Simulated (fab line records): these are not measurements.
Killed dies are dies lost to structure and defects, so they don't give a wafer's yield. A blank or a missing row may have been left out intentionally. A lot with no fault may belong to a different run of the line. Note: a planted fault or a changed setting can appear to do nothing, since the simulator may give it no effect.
Comparing a struck lot with a sound one || flow sky130 || 23 steps out of a route of 708
Sound: the wafers L633.1, L633.2, L633.5. Struck: wafers L640.1, L640.2, L640.5. The cause is named last.
Each step with rows lists, per side, the tool, then ch with its chambers, then its first start. Under that, the readings that differ: sound wafers || struck wafers || difference of the means || sigmas: that difference in standard deviations of wafers without a fault.
alike: readings with means less than 2 such deviations apart, plus words and numbers identical on both sides. not compared: withheld readings, readings lacking a value on some wafer, bounds such as >300 that could conceal the same value, and numbers that have no deviation in the record and whose values overlap.
A row with sigmas, a row that says differs or no value, or rows on one side alone: a step with any of these is where the two part. When numbers do not overlap yet have no deviation, they are printed without sigmas and do not part them. A reading missing from all wafers of one side parts the sides only when that side holds two or more wafers.

first, 1 step without rows for these wafers: SKY_CAP2M_DEVELOP_11 (develop time 60 s).
SKY_CAP2M_OVL_MEAS_12:
  struck on overlay-01, day 45 19:22; sound on overlay-01, day 44 11:16
  alike: CAP2M_OVL
SKY_CAP2M_METAL_ETCH_13: etches TiN in Cl2/BCl3, stops on SiO2, target depth 220 nm, time 62.9 s.
  sound on rie_metal-02 ch 0,1, day 44 11:18; struck on rie_metal-01 ch 0, day 45 19:24
  alike: bias_w, drypump_motor_current_A, oes_product_au, throttle_valve_pct
  not compared: rf_hours_counter_h
SKY_CAP2M_STRIP_14: strips in O2/N2.
  sound on plasma_asher-02 ch 0,1, day 44 11:23; struck on plasma_asher-02 ch 0,1, day 45 19:33
  alike: drypump_motor_current_A, oes_product_au, strip_time_to_endpoint_s
  not compared: rf_hours_counter_h
then, 8 steps without rows for these wafers: SKY_CAP2M_STRIP_15 (strips in post etch residue remover, time 1200 s); SKY_CAP2M_CLEAN_16 (cleans in IPA, time 180 s); SKY_CAP2M_CLEAN_17 (cleans in O3/DIW); SKY_METAL4_DEHYDRATE_05 (time 60 s); SKY_METAL4_HMDS_06 (prime time 60 s); SKY_METAL4_COAT_07 (resist thk 60 nm); SKY_METAL4_COAT_08 (resist thk 1140 nm); SKY_METAL4_SOFTBAKE_09 (time 90 s).
SKY_METAL4_EXPOSE_10: exposes mask MM4, target cd 300 nm.
  sound on krf_scanner-01 ch 0, day 44 22:01; struck on krf_scanner-01 ch 0, day 46 07:29
  alike: mask, reticle_temp_C
then, 2 steps without rows for these wafers: SKY_METAL4_PEB_11; SKY_METAL4_DEVELOP_12 (develop time 60 s).
SKY_METAL4_CD_MEAS_13: target cd 300 nm.
  struck on cd_sem-01, day 46 16:35; sound on cd_sem-01, day 45 09:25
{"reading": "cd_nm (nm)", "sound": "300.9 301.0 301.6", "struck": "122.0 230.1 228.3", "difference": -107.7, "sigmas": -83}
SKY_METAL4_OVL_MEAS_14:
  struck on overlay-02, day 46 16:43; sound on overlay-01, day 45 09:32
  alike: METAL4_OVL
SKY_METAL4_DESCUM_15: chemistry O2, time 8 s.
  sound on rie_metal-03 ch 0,1, day 45 09:34; struck on rie_metal-01 ch 0,1, day 46 16:45
{"reading": "model.METAL4.cd_nm (nm)", "sound": "301.4 299.6 300.6", "struck": "122 229.7 228", "difference": -107, "sigmas": ""}
  alike: drypump_motor_current_A, oes_product_au, temp_c
  not compared: rf_hours_counter_h
SKY_METAL4_ETCH_16: etches BARC in N2/H2, stops on SiO2, time 88.2 s, target depth 60 nm.
  sound on rie_metal-03 ch 0,1, day 45 09:36; struck on rie_metal-01 ch 0,1, day 46 16:47
  alike: bias_w, drypump_motor_current_A, oes_product_au, throttle_valve_pct
  not compared: rf_hours_counter_h
SKY_METAL4_ETCH_17: etches SiO2 in C4F8/O2/Ar, stops on TiN, time 3.9 s, target depth 15 nm.
  sound on rie_diel-04 ch 0,1,2, day 45 09:42; struck on rie_diel-02 ch 0,1,2, day 46 16:53
  alike: bias_w, oes_product_au
SKY_METAL4_METAL_ETCH_18: etches the open film in Cl2/BCl3, stops on SiO2, target depth 845 nm, time 183.1 s.
  sound on rie_metal-01 ch 0, day 45 09:43; struck on rie_metal-03 ch 0,1, day 46 16:54
{"reading": "model.METAL4.cd_nm (nm)", "sound": "299.7 298.6 304.4", "struck": "119.9 219.2 225", "difference": -112.9, "sigmas": ""}
  alike: bias_w, drypump_motor_current_A, oes_product_au, throttle_valve_pct
  not compared: rf_hours_counter_h
SKY_METAL4_STRIP_19: strips in O2/N2.
  sound on plasma_asher-04 ch 0,1, day 45 10:04; struck on plasma_asher-04 ch 0,1, day 46 17:04
  alike: drypump_motor_current_A, oes_product_au, strip_time_to_endpoint_s
  not compared: rf_hours_counter_h
-- the record jumps here: 3 days lie between the struck wafers' starts before and after (it left off in module METAL4 and takes up again in module PAD_OPEN, whose first step shown is number 708 of the route) --
SKY_PAD_OPEN_PROBE_99:
  struck on prober-02, day 50 03:02; sound on prober-01, day 49 01:22
{"reading": "defect_limited_yield (%)", "sound": "84.1 83.9 81.1", "struck": "0 3.7 2.0", "difference": -81, "sigmas": -45}
{"reading": "killed_at_M4_up", "sound": "6 4 3", "struck": "406 394 399", "difference": "+395", "sigmas": "+99 or more"}
{"reading": "killed_dies", "sound": "78 79 93", "struck": "492 474 482", "difference": "+399", "sigmas": "+46"}
  alike: killed_at_M0_to_M3, killed_at_contacts, killed_at_front_end, killed_open, killed_short

## WHERE THEY PART
First at SKY_METAL4_CD_MEAS_13; last, within this record, at SKY_PAD_OPEN_PROBE_99.

WHY: what had been put in by the simulator
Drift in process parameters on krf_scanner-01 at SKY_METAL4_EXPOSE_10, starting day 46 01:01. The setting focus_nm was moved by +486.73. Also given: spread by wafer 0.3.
